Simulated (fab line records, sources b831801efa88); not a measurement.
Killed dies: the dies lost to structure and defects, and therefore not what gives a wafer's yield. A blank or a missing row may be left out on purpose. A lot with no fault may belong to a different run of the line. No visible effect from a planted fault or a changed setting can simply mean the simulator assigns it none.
Struck lot and sound lot, side by side || flow sky130 || 23 out of 708 route steps
Sound: wafers L532.2, L532.5, L532.6. Wafers struck: L541.2, L541.3, L541.6. The cause is given at the end.
At each step with rows: each side's tool, then ch and its chambers, then its first start. Under that, the readings that differ: sound wafers || struck wafers || difference of the means || sigmas: that difference in standard deviations of wafers without a fault.
alike: a reading whose means differ by less than 2 such deviations, as well as words and numbers matching on both sides. not compared: withheld readings; readings where some wafer has no value; bounds like >300 that might hide an equal value; numbers whose values overlap and for which the record gives no deviation.
A row with sigmas, a row that says differs or no value, or rows on one side alone: a step with any of these is where the two part. Numbers that don't overlap but have no deviation are shown without sigmas and don't part them. A reading missing from all wafers of one side parts the sides only when that side holds two or more wafers.

SKY_CONTACT_RS_MEAS_25: the measuring method here is four-point-probe.
  sound on film_metro-03 at day 35 00:43; struck on film_metro-01 at day 37 07:46
  alike: CONTACT_W_RS
SKY_CONTACT_THK_MEAS_26: measures by xrf.
  sound on film_metro-03 at day 35 00:49; struck on film_metro-01 at day 37 07:53
  alike: CONTACT_W_THK
SKY_CONTACT_CMP_27: polishes, stops on SiO2, t overpolish 15 s, target thk 0 nm.
  sound on cmp-01 ch 1,2, day 35 00:55; struck on cmp-01 ch 0,1,2, day 37 07:56
  alike: motor_current_A, overpolish_run_s, platen_rpm, time_to_endpoint_s
SKY_METAL1_SPUTTER_00: material Ti, target thk 15 nm, time 10 s.
  sound on pvd_sputter-03 at day 35 01:10; struck on pvd_sputter-01 at day 37 08:14
  alike: throttle_valve_pct
then, 1 step without rows for these wafers: SKY_METAL1_SPUTTER_01 (material TiN, target thk 20 nm, time 16.7 s).
SKY_METAL1_SPUTTER_02: material AlCu, target thk 250 nm, time 13.3 s.
  sound on pvd_sputter-03 at day 35 01:13; struck on pvd_sputter-01 at day 37 08:17
  alike: throttle_valve_pct
SKY_METAL1_SPUTTER_03: material Ti, target thk 5 nm, time 3.3 s.
  sound on pvd_sputter-03 at day 35 01:14; struck on pvd_sputter-01 at day 37 08:18
  alike: throttle_valve_pct
SKY_METAL1_SPUTTER_04: material TiN, target thk 70 nm, time 58.3 s.
  sound on pvd_sputter-03 at day 35 01:16; struck on pvd_sputter-01 at day 37 08:19
  alike: throttle_valve_pct
SKY_METAL1_RS_MEAS_05: the measuring method here is four-point-probe.
  sound on film_metro-02 at day 35 01:20; struck on film_metro-01 at day 37 08:23
  alike: METAL1_ALCU_RS
SKY_METAL1_THK_MEAS_06: measures by xrf.
  sound on film_metro-02 at day 35 01:26; struck on film_metro-01 at day 37 08:30
  alike: METAL1_ALCU_THK
then, 2 steps without rows for these wafers: SKY_METAL1_DEHYDRATE_07 (time 60 s); SKY_METAL1_HMDS_08 (prime time 60 s).
SKY_METAL1_COAT_09: resist thk 60 nm.
  sound on litho_track-04 ch 0, day 35 13:44; struck on litho_track-04 ch 0, day 37 20:50
{"reading": "spin_speed_rpm (rpm)", "sound": "3000.9 2997.4 2995.5", "struck": "2949.5 2946.5 2948.5", "difference": -49.8, "sigmas": -23}
then, 5 steps without rows for these wafers: SKY_METAL1_COAT_10 (resist thk 450 nm); SKY_METAL1_SOFTBAKE_11 (time 90 s); SKY_METAL1_EXPOSE_12 (exposes mask MM1, target cd 140 nm); SKY_METAL1_PEB_13; SKY_METAL1_DEVELOP_14 (develop time 58.12 s).
SKY_METAL1_CD_MEAS_15 targets a cd of 140 nm.
  sound on cd_sem-02 at day 36 03:11; struck on cd_sem-02 at day 38 10:14
  alike: cd_nm
SKY_METAL1_OVL_MEAS_16:
  sound on overlay-02 at day 36 03:17; struck on overlay-01 at day 38 10:20
  alike: METAL1_OVL
then, 1 step without rows for these wafers: SKY_METAL1_DESCUM_17 (chemistry O2, time 8 s).
SKY_METAL1_ETCH_18: etches BARC in N2/H2, stops on SiO2, time 45.9 s, target depth 60 nm.
  sound on rie_metal-04 ch 0,1, day 36 03:21; struck on rie_metal-02 ch 0,1, day 38 10:24
{"reading": "model.etch.depth_nm (nm)", "sound": "59.94 59.98 60.06", "struck": "60.2 60.28 60.39", "difference": "+0.3", "sigmas": ""}
  alike: drypump_motor_current_A, oes_product_au, throttle_valve_pct
  not compared: rf_hours_counter_h
then, 1 step without rows for these wafers: SKY_METAL1_METAL_ETCH_19 (etches the open film in Cl2/BCl3, stops on SiO2, target depth 360 nm, time 78 s).

## WHERE THEY PART
SKY_METAL1_COAT_09 only, going by this record. Later steps at which nothing parts them and some readings are alike: SKY_METAL1_CD_MEAS_15, SKY_METAL1_OVL_MEAS_16, SKY_METAL1_ETCH_18.

WHY: whatever the simulator had introduced
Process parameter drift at SKY_METAL1_COAT_09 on litho_track-04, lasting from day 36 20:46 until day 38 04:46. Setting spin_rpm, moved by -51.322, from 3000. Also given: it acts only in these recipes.
